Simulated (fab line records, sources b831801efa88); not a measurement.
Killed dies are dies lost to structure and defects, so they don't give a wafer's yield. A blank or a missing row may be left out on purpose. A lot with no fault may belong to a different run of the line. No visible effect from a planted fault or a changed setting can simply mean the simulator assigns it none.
fab line records	flow sky130
record lots=6	wafers=18	lastDay=50
route steps=708 shown POLY_GATE@235 LDD_N@237 LDD_P@255 PAD_OPEN@708
lots untouched by any fault: they come from a run of this same line in which no faults occurred
startH: hours from the record's first day to the start of the lot's first wafer shown	waitH: time in hours since the lot's previous step	" repeats the value in the row above	L1.1+2: a single row standing in for several wafers	- either no value or no given start	* or withheld: withheld	< > ~ a bound
route shown NAME@n: NAME is a module with steps in the file, n the number in the route of the first one	usual: mean/standard deviation taken from wafers without a fault	same: alike in all rows	chamber/n: place in a boat	sites: readings site by site	_std_site: standard deviation across them	_edge_site: the outer-site mean with the inner-site mean subtracted	radiusMm: how far each site lies from the wafer's centre	mask NAME#n: copy n	behind: tool/chamber where the wafer was last shaped	hold: reason for holding the lot/hours on hold/outcome of the hold	device: whichever transistor did not switch (one of n, p or np)	end of line: the same wafers' tests at the end of the route	a step given without rows: its recipe and nothing more	killed: at the first sort, the dies lost to defects and structure; wafer yield is something else	map: the dies of a wafer, with x for killed, . for not killed, _ for no die there
set.NAME: the setting that was run; set.NAME@STEP: the one run at that earlier step	model.NAME: the simulator's own value behind a step, which no gauge read
lots at some steps of the route; a table a step, a row a wafer
services: the hour from which a tool's chamber was out of use, counted from the record's first day as startH (under 0 if before that day), plus the number of hours and why
## steps
# step SKY_POLY_GATE_THK_MEAS_21
# recipe reads=SiO2_of_POLY_GATE_OXIDATION_20
# usual POLY_GATE_OXIDATION_THK=4.00/0.08
lot.wafer	tool	chamber	startH	waitH	POLY_GATE_OXIDATION_THK[nm]
L671.2	filmMetro-03	-	412.38	0.0	4.11
L671.3	"	-	"	"	4.18
L671.6	"	-	"	"	4.12
L672.1	filmMetro-04	-	415.30	0.0	3.88
L672.3	"	-	"	"	3.96
L672.4	"	-	"	"	3.96
L673.1	filmMetro-04	-	425.12	0.0	3.94
L673.2	"	-	"	"	4.06
L673.5	"	-	"	"	4.00
L677.3	filmMetro-04	-	461.84	0.0	3.86
L677.4	"	-	"	"	3.95
L677.5	"	-	"	"	3.95
L685.1	filmMetro-04	-	523.07	0.0	3.91
L685.3	"	-	"	"	3.85
L685.4	"	-	"	"	3.91
L687.1	filmMetro-03	-	546.06	0.0	4.09
L687.3	"	-	"	"	4.01
L687.5	"	-	"	"	4.02
# step SKY_POLY_GATE_CD_MEAS_22
# usual cdNm=149.7/1.7
lot.wafer	tool	chamber	startH	waitH	cdNm
L671.2	cdSem-01	-	412.46	0.1	150.6
L671.3	"	-	"	"	148.7
L671.6	"	-	"	"	150.2
L672.1	cdSem-02	-	415.36	0.1	148.4
L672.3	"	-	"	"	150.2
L672.4	"	-	"	"	148.4
L673.1	cdSem-01	-	425.18	0.1	144.8
L673.2	"	-	"	"	149.4
L673.5	"	-	"	"	149.0
L677.3	cdSem-02	-	461.93	0.1	147.7
L677.4	"	-	"	"	148.2
L677.5	"	-	"	"	149.9
L685.1	cdSem-02	-	523.13	0.1	149.7
L685.3	"	-	"	"	146.4
L685.4	"	-	"	"	148.7
L687.1	cdSem-01	-	546.12	0.1	149.2
L687.3	"	-	"	"	149.5
L687.5	"	-	"	"	151.4
# step SKY_LDD_N_DEHYDRATE_00
# recipe tempC=200	timeS=60
# step SKY_LDD_N_HMDS_01
# recipe primeTimeS=60	primeTempC=120
# step SKY_LDD_N_COAT_02
# recipe resist=NOVOLAK	spinRpm=3000	resistThkNm=300
# step SKY_LDD_N_SOFTBAKE_03
# recipe tempC=90	timeS=60	resist=NOVOLAK
# step SKY_LDD_N_EXPOSE_04
# recipe maskId=NTM	targetCdNm=840	na=0.6	sourceShape=conventional	sigmaOuter=0.6	doseMj=110
# step SKY_LDD_N_PEB_05
# recipe tempC=withheld	timeS=*	resist=NOVOLAK
# step SKY_LDD_N_DEVELOP_06
# recipe developTimeS=60	devTempC=23
# step SKY_LDD_N_OVL_MEAS_07
# usual LDD_N_OVL=-1.3/1.2
lot.wafer	tool	chamber	startH	waitH	LDD_N_OVL[nm]
L671.2	overlay-02	-	442.12	0.1	-0.7
L671.3	"	-	"	"	0.4
L671.6	"	-	"	"	0.2
L672.1	overlay-02	-	445.66	0.1	-3.1
L672.3	"	-	"	"	-2.0
L672.4	"	-	"	"	-2.2
L673.1	overlay-01	-	455.47	0.1	-1.6
L673.2	"	-	"	"	-1.8
L673.5	"	-	"	"	0.0
L677.3	overlay-01	-	492.44	0.1	-2.3
L677.4	"	-	"	"	-2.0
L677.5	"	-	"	"	-3.4
L685.1	overlay-01	-	552.78	0.1	-1.5
L685.3	"	-	"	"	-3.4
L685.4	"	-	"	"	-2.7
L687.1	overlay-02	-	576.11	0.1	-1.6
L687.3	"	-	"	"	0.2
L687.5	"	-	"	"	-1.0
# step SKY_LDD_N_IMPLANT_08
# recipe species=As	energyKev=20	doseCm2=7.5e+13	tiltDeg=withheld	rotationDeg=23
# step SKY_LDD_N_IMPLANT_09
# recipe species=As	energyKev=20	doseCm2=7.5e+13	tiltDeg=withheld	rotationDeg=113
# step SKY_LDD_N_IMPLANT_10
# recipe species=As	energyKev=20	doseCm2=7.5e+13	tiltDeg=withheld	rotationDeg=203
lot.wafer	tool	chamber	startH	waitH
L671.2+3+6	implanter-04	0	442.47	0.1
L672.1+3+4	implanter-04	0	446.00	0.1
L673.1+2+5	implanter-04	0	455.81	0.1
L677.3+4+5	implanter-04	0	492.81	0.1
L685.1+3+4	implanter-04	0	553.11	0.1
L685.1+3+4	implanter-04	0	553.43	0.3
L687.1+3+5	implanter-04	0	576.45	0.1
L687.1+3+5	implanter-04	0	576.77	0.3
# step SKY_LDD_N_IMPLANT_11
# recipe species=As	energyKev=20	doseCm2=7.5e+13	tiltDeg=withheld	rotationDeg=293
# step SKY_LDD_N_IMPLANT_12
# recipe species=BF2	energyKev=50	doseCm2=5e+12	tiltDeg=30	rotationDeg=0
# step SKY_LDD_N_IMPLANT_13
# recipe species=BF2	energyKev=50	doseCm2=5e+12	tiltDeg=30	rotationDeg=90
# step SKY_LDD_N_IMPLANT_14
# recipe species=BF2	energyKev=50	doseCm2=5e+12	tiltDeg=30	rotationDeg=180
# step SKY_LDD_N_IMPLANT_15
# recipe species=BF2	energyKev=50	doseCm2=5e+12	tiltDeg=30	rotationDeg=270
# step SKY_LDD_N_STRIP_16
# recipe chemistry=O2/N2	powerW=1400	pressureMtorr=1500	platenTempC=withheld	o2FlowSccm=3000	n2FlowSccm=300	overashFraction=0.5
# usual chamberPressureMTorr=1499.9/1.3	drypumpMotorCurrentA=5.9/0.47	o2FlowSccm=2999/8.9	oesProductAu=0.407/0.0042	stripTimeToEndpointS=4.317/0.014
lot.wafer	tool	chamber	startH	waitH	chamberPressureMTorr	drypumpMotorCurrentA	o2FlowSccm	oesProductAu	rfHoursCounterH	stripTimeToEndpointS
L671.2	plasmaAsher-04	1	443.35	0.1	1499.4	5.9	2998	0.399	62	4.312
L671.3	"	0	"	"	1500.9	5.4	2992	0.409	-	4.302
L671.6	"	1	"	"	1500.1	5.9	2995	0.409	-	4.320
L672.1	plasmaAsher-01	1	446.90	0.1	1500.3	5.7	3007	0.405	32	4.314
L672.3	"	1	"	"	1498.2	5.7	3014	0.406	-	4.316
L672.4	"	0	"	"	1500.6	5.5	2995	0.409	-	4.319
L673.1	plasmaAsher-03	1	456.71	0.1	1499.8	5.8	2988	0.409	2	4.319
L673.2	"	0	"	"	1499.7	6.8	2992	0.407	2	4.329
L673.5	"	1	"	"	1501.6	5.8	3002	0.405	-	4.296
L677.3	plasmaAsher-03	1	493.70	0.1	1500.5	5.8	3000	0.398	-	4.319
L677.4	"	0	"	"	1501.0	6.7	3007	0.406	-	4.317
L677.5	"	1	"	"	1500.3	5.8	2993	0.408	-	4.325
L685.1	plasmaAsher-03	1	554.33	0.1	1500.3	5.8	2998	0.406	12	4.541
L685.3	"	0	"	"	1499.5	6.8	3011	0.408	-	4.533
L685.4	"	1	"	"	1500.9	5.8	3011	0.406	-	4.530
L687.1	plasmaAsher-04	1	577.86	0.3	1499.2	5.9	3007	0.401	74	4.522
L687.3	"	0	"	"	1498.8	5.3	2988	0.411	-	4.530
L687.5	"	0	"	"	1499.0	5.3	3000	0.407	-	4.539
# step SKY_LDD_N_TW_MEAS_17
# usual LDD_N_TW=2592/10
lot.wafer	tool	chamber	startH	waitH	LDD_N_TW
L671.2	filmMetro-02	-	443.46	0.1	2579
L671.3	"	-	"	"	2579
L671.6	"	-	"	"	2581
L672.1	filmMetro-02	-	447.00	0.1	2573
L672.3	"	-	"	"	2598
L672.4	"	-	"	"	2574
L673.1	filmMetro-01	-	456.81	0.1	2593
L673.2	"	-	"	"	2591
L673.5	"	-	"	"	2606
L677.3	filmMetro-01	-	493.78	0.1	2582
L677.4	"	-	"	"	2590
L677.5	"	-	"	"	2604
L685.1	filmMetro-02	-	554.43	0.1	2691
L685.3	"	-	"	"	2688
L685.4	"	-	"	"	2687
L687.1	filmMetro-04	-	577.96	0.1	2702
L687.3	"	-	"	"	2693
L687.5	"	-	"	"	2706
# step SKY_LDD_P_DEHYDRATE_00
# recipe tempC=200	timeS=60
# step SKY_PAD_OPEN_PROBE_99
# usual killed_at_M0_to_M3=43/6.5	killed_at_M4_up=3.2/1.9	killedAtContacts=25/5.5	killedAtFrontEnd=14/4.2	killedAtOther=0.2/0.44	killedDies=85/8.5	killedOpen=47/7	killedShort=39/6.3
# same grossDies=492	killedAtBackSide=0
lot.wafer	tool	chamber	startH	waitH	killed_at_M0_to_M3	killed_at_M4_up	killedAtContacts	killedAtFrontEnd	killedAtOther	killedDies	killedOpen	killedShort	model.etest.tipN.rsOhmSq	model.etest.nfet_01v8_swapped.vtSatV	model.etest.nfet_01v8_turned.vtSatV	model.etest.nfet_01v8_lvt.vtV
L671.2	prober-01	-	1108.70	0.1	43	4	22	7	1	77	36	41	440.5	0.6508	0.6521	0.6076
L671.3	prober-01	-	1108.75	0.2	46	2	23	8	0	79	40	39	441.8	0.6408	0.6382	0.6027
L671.6	prober-01	-	1108.90	0.2	46	2	18	11	0	77	39	38	439.4	0.6384	0.6409	0.5954
L672.1	prober-02	-	1109.34	0.1	34	7	22	12	1	76	44	32	435.7	0.6404	0.6382	0.602
L672.3	prober-02	-	1109.44	0.2	36	5	32	11	0	84	38	46	435.3	0.6357	0.6324	0.5966
L672.4	prober-02	-	1109.49	0.2	53	5	34	8	0	100	54	46	437.8	0.6483	0.6475	0.6067
L673.1	prober-01	-	1114.64	0.1	29	4	36	12	0	81	43	38	442.6	0.6466	0.6452	0.6107
L673.2	prober-01	-	1114.69	0.1	38	1	36	17	0	92	52	40	445.6	0.6589	0.6608	0.6212
L673.5	prober-01	-	1114.84	0.2	39	2	27	14	0	82	45	37	443.6	0.6613	0.6607	0.6195
L677.3	prober-02	-	1137.04	0.2	30	7	18	16	0	71	36	35	443.4	0.645	0.6427	0.6052
L677.4	prober-02	-	1137.09	0.2	49	3	22	10	0	84	48	36	443.4	0.6496	0.6504	0.611
L677.5	prober-02	-	1137.14	0.2	47	3	18	15	0	83	48	35	444.4	0.6595	0.6545	0.6122
L685.1	prober-01	-	1179.90	0.1	47	6	20	18	1	92	52	40	389.1	0.6236	0.626	0.5983
L685.3	prober-01	-	1180.00	0.2	35	5	18	13	0	71	42	29	386.9	0.6142	0.6135	0.5928
L685.4	prober-01	-	1180.05	0.2	46	1	18	18	0	83	43	40	389.4	0.6114	0.6121	0.5837
L687.1	prober-01	-	1189.80	0.1	52	2	31	15	0	100	57	43	380.1	0.6171	0.6171	0.5903
L687.3	prober-01	-	1189.90	0.2	39	4	31	23	0	97	47	50	383.1	0.6205	0.6208	0.5918
L687.5	prober-01	-	1190.00	0.2	41	0	22	15	0	78	51	27	381.2	0.6142	0.6163	0.5842
# killed by level:class
L671.2 CONTACT:geometricParticle:open=9 VIA1:geometricParticle:short=9 VIA1:geometricParticle:open=8 LI_CONTACT:geometricParticle:open=5 CONTACT:geometricParticle:short=5 VIA2:geometricParticle:open=5 METAL1:geometricParticle:short=5 VIA2:geometricParticle:short=4
L671.3 VIA1:geometricParticle:open=10 CONTACT:geometricParticle:open=8 LI_CONTACT:geometricParticle:open=6 METAL1:geometricParticle:short=6 VIA1:geometricParticle:short=6 VIA3:geometricParticle:open=5 CONTACT:geometricParticle:short=5 METAL2:geometricParticle:short=5
L671.6 VIA1:geometricParticle:open=12 METAL1:geometricParticle:short=8 VIA3:geometricParticle:open=6 VIA2:geometricParticle:open=5 LI_CONTACT:geometricParticle:open=5 CONTACT:geometricParticle:open=5 CONTACT:geometricParticle:short=4 VIA1:geometricParticle:short=4
L672.1 LI_CONTACT:geometricParticle:open=7 VIA1:geometricParticle:open=7 CONTACT:geometricParticle:open=6 VIA3:geometricParticle:open=6 METAL4:geometricParticle:short=6 VIA2:geometricParticle:open=5 LI_CONTACT:geometricParticle:short=4 METAL2:geometricParticle:short=4
L672.3 LI_CONTACT:geometricParticle:open=11 METAL1:geometricParticle:short=8 CONTACT:geometricParticle:open=7 LOCAL_INTERCONNECT:geometricParticle:short=6 METAL2:geometricParticle:short=6 VIA3:geometricParticle:short=5 METAL4:geometricParticle:short=5 CONTACT:geometricParticle:short=4
L672.4 LI_CONTACT:geometricParticle:open=14 VIA2:geometricParticle:open=12 CONTACT:geometricParticle:open=8 VIA1:geometricParticle:open=8 METAL1:geometricParticle:short=7 LOCAL_INTERCONNECT:geometricParticle:short=6 VIA3:geometricParticle:short=6 METAL2:geometricParticle:short=5
L673.1 CONTACT:geometricParticle:open=16 CONTACT:geometricParticle:short=9 VIA1:geometricParticle:open=8 METAL1:geometricParticle:short=6 LI_CONTACT:geometricParticle:open=5 POLY_GATE:geometricParticle:open=4 VIA2:geometricParticle:open=4 LOCAL_INTERCONNECT:geometricParticle:short=4
L673.2 CONTACT:geometricParticle:open=15 LI_CONTACT:geometricParticle:open=7 VIA1:geometricParticle:open=7 METAL2:geometricParticle:short=6 CONTACT:geometricParticle:short=6 LOCAL_INTERCONNECT:geometricParticle:short=5 METAL1:geometricParticle:short=5 FIELD_ISO:geometricParticle:open=4
L673.5 CONTACT:geometricParticle:open=11 CONTACT:geometricParticle:short=7 VIA3:geometricParticle:open=7 VIA1:geometricParticle:open=5 METAL1:geometricParticle:short=5 POLY_GATE:geometricParticle:short=4 SPACER:geometricParticle:open=4 LI_CONTACT:geometricParticle:open=4
L677.3 CONTACT:geometricParticle:open=7 METAL4:geometricParticle:short=5 LOCAL_INTERCONNECT:geometricParticle:short=5 VIA1:geometricParticle:open=5 FIELD_ISO:geometricParticle:open=4 METAL2:geometricParticle:short=4 METAL1:geometricParticle:short=4 VIA2:geometricParticle:open=4
L677.4 VIA1:geometricParticle:open=14 CONTACT:geometricParticle:open=9 METAL1:geometricParticle:short=9 LI_CONTACT:geometricParticle:open=8 VIA2:geometricParticle:open=7 VIA1:geometricParticle:short=5 METAL2:geometricParticle:short=5 FIELD_ISO:geometricParticle:short=4
L677.5 VIA1:geometricParticle:open=9 LI_CONTACT:geometricParticle:open=9 VIA3:geometricParticle:open=9 VIA1:geometricParticle:short=6 VIA2:geometricParticle:open=6 CONTACT:geometricParticle:short=5 METAL2:geometricParticle:short=5 FIELD_ISO:geometricParticle:open=4
L685.1 VIA1:geometricParticle:open=14 LI_CONTACT:geometricParticle:open=10 FIELD_ISO:geometricParticle:short=7 VIA2:geometricParticle:open=7 VIA3:geometricParticle:open=7 LOCAL_INTERCONNECT:geometricParticle:short=5 METAL2:geometricParticle:short=5 METAL1:geometricParticle:short=4
L685.3 CONTACT:geometricParticle:open=11 VIA1:geometricParticle:open=9 FIELD_ISO:geometricParticle:open=5 LOCAL_INTERCONNECT:geometricParticle:short=5 METAL2:geometricParticle:open=4 VIA2:geometricParticle:open=4 VIA3:geometricParticle:open=4 METAL2:geometricParticle:short=3
L685.4 VIA1:geometricParticle:open=12 METAL2:geometricParticle:short=6 FIELD_ISO:geometricParticle:short=5 CONTACT:geometricParticle:open=5 METAL1:geometricParticle:short=5 VIA2:geometricParticle:open=5 VIA3:geometricParticle:open=5 FIELD_ISO:geometricParticle:open=4
L687.1 VIA1:geometricParticle:open=11 CONTACT:geometricParticle:open=10 VIA2:geometricParticle:open=10 LI_CONTACT:geometricParticle:open=8 VIA3:geometricParticle:open=7 CONTACT:geometricParticle:short=6 VIA1:geometricParticle:short=6 POLY_GATE:geometricParticle:short=5
L687.3 VIA1:geometricParticle:open=9 CONTACT:geometricParticle:open=8 METAL1:geometricParticle:short=7 FIELD_ISO:geometricParticle:short=6 LI_CONTACT:geometricParticle:open=6 METAL2:geometricParticle:short=6 POLY_GATE:geometricParticle:open=5 POLY_GATE:geometricParticle:short=5
L687.5 VIA1:geometricParticle:open=14 LI_CONTACT:geometricParticle:open=8 CONTACT:geometricParticle:open=8 FIELD_ISO:geometricParticle:open=7 VIA3:geometricParticle:open=6 FIELD_ISO:geometricParticle:short=4 VIA2:geometricParticle:open=4 POLY_GATE:geometricParticle:short=3
## services
tool	chamber	startH	hours	kind
plasmaAsher-03	-	421.25	9.0	pm
plasmaAsher-03	0	421.25	9.0	ventCycle
plasmaAsher-03	1	421.25	9.0	ventCycle
plasmaAsher-03	0	430.25	-	clean
plasmaAsher-03	1	430.25	-	clean
plasmaAsher-01	-	459.42	1.8	repair
plasmaAsher-04	-	498.43	7.4	repair
plasmaAsher-03	-	514.66	2.8	pm
implanter-04	-	577.35	17.1	pm
## key
firstSign step=SKY_LDD_N_IMPLANT_10	reading=visit	direction=added
effect step=SKY_LDD_N_STRIP_16	reading=stripTimeToEndpointS	direction=up	sigmas=15	usual=*	struck=*
effect step=SKY_LDD_N_TW_MEAS_17	reading=LDD_N_TW	direction=up	sigmas=10	usual=2592	struck=2695
modelEffect step=SKY_PAD_OPEN_PROBE_99	value=etest.tipN.rsOhmSq	without=439.7	struck=385
metAt SKY_LDD_N_IMPLANT_10
struckWafers L685.1,L685.3,L685.4,L687.1,L687.3,L687.5
testerLeftOut L685,L687
fault kind=repeatedStepWhole	tool=implanter-01,implanter-03,implanter-04	chamber=-	onsetH=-	steps=SKY_LDD_N_IMPLANT_10	times=1	scope=struckLotsOnly
# testerLeftOut: of these lots the tester's yield and bins aren't shown, on N5 and GAA mostly nor the transistor test; their killed dies are dies lost to structure and defects alone, not to doping, threshold or leakage, so they don't give the yield
